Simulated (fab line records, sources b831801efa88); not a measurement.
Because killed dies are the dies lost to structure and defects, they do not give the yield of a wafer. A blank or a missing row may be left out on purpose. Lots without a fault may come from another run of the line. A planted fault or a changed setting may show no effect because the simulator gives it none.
Code-filled problem report in 8D (eight disciplines) form	flow gf180mcu	the parts of the form that need people (team, actions taken, sign-off) are left out

## 1. THE ISSUE
V1_CVD_00_THK at GF_V1_THK_MEAS_01 reads a mean of 310 nm on 6 wafers of 2 lots; wafers without a fault read 601 nm with a standard deviation of 7.4. Relative to the usual mean, that is a shift of -39 standard deviations.
Earliest sighting: wafer L656.1 on film metro-02 at day 23 17:59. At this step, 42 wafers from 14 lots have a number in the record. Rule for "out" (also "out of limits"): further than 4 standard deviations from the usual mean. All remaining wafers that have a number are taken as sound.

## 2. WHAT THIS IS AND IS NOT
question	is	is not
which readings at this step	V1_CVD_00_THK	-
which lots	L656, L657	L638, L640, L641, L642, L643, L644, L645, L646, L648, L650, L654, L661
which wafers of those lots	all that have a number	-
read on which gauges	film metro-02, film metro-04	film metro-03
when	from day 23 17:59	up to then (33 sound wafers); but 3 sound wafers of L661 came after

## 3. WHAT RULES OUT EACH SUSPECT
Counting: any tool at a process step up to the reading is kept as a suspect provided that every lot that is out went through it and no sound lot did after the first of them.
- the gauge at GF_V1_THK_MEAS_01: ruled out. 2 gauges (film metro-02, film metro-04) read the wafers that are out.
- hdpcvd-02 at GF_V1_CVD_00 (deposits SiO2, target thk 600 nm, time 100 s): kept. It ran every lot that is out, first L656 (day 23 17:55), and no sound lot after that; its last sound lot up to then is L654 (day 23 00:30). Its own readings are out on those wafers: sih4 flow sccm.
The count leaves hdpcvd-02 at GF_V1_CVD_00.

## 4. THE CAUSE (what the simulator had put in)
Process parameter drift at GF_V1_CVD_00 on hdpcvd-02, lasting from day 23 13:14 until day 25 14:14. Setting sih4 flow sccm, moved by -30, from 60. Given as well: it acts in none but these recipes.
Counting left only this tool.

## 5. SEQUENCE OF EFFECTS, ordered by route
One row per reading whose mean, taken over the struck wafers that have a number, lies over 3 standard deviations from the usual. Readings are gone through only where the record gives a usual standard deviation; hours: the median, over the lots, of the time from a lot's start at the first step in this table giving one to that lot's start at this step; sigmas: the change measured in usual standard deviations.
hours	step	reading	usual	on struck wafers	change	sigmas
0	GF_V1_CVD_00	sih4 flow sccm	60.01 sccm	30.02	-29.99	-99 or more
0	GF_V1_THK_MEAS_01	V1_CVD_00_THK	601 nm	310	-292	-39
The process steps in it:
- GF_V1_CVD_00: deposits SiO2, target thk 600 nm, time 100 s.
Later measuring or inspecting steps at which every struck wafer that the step has a row for has a number for every such reading, and none has moved that far: GF_V1_BOW_MEAS_05, GF_V1_OVL_MEAS_15.

## 6. WHAT WOULD HAVE CAUGHT IT SOONER
Counted from the fault's start at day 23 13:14, it took 5 hours until the first out-of-limits reading at a measuring or inspecting step in this record, taken at day 23 17:59.
At GF_V1_CVD_00, the tool's own readings (sih4 flow sccm) were out on each struck wafer the step has a row for, so an alarm limit on them would have fired on the first such wafer.
Of the lots that are out (2), L657 began GF_V1_CVD_00 on hdpcvd-02 after day 23 17:59. A tool hold placed at that time would have kept it from harm.
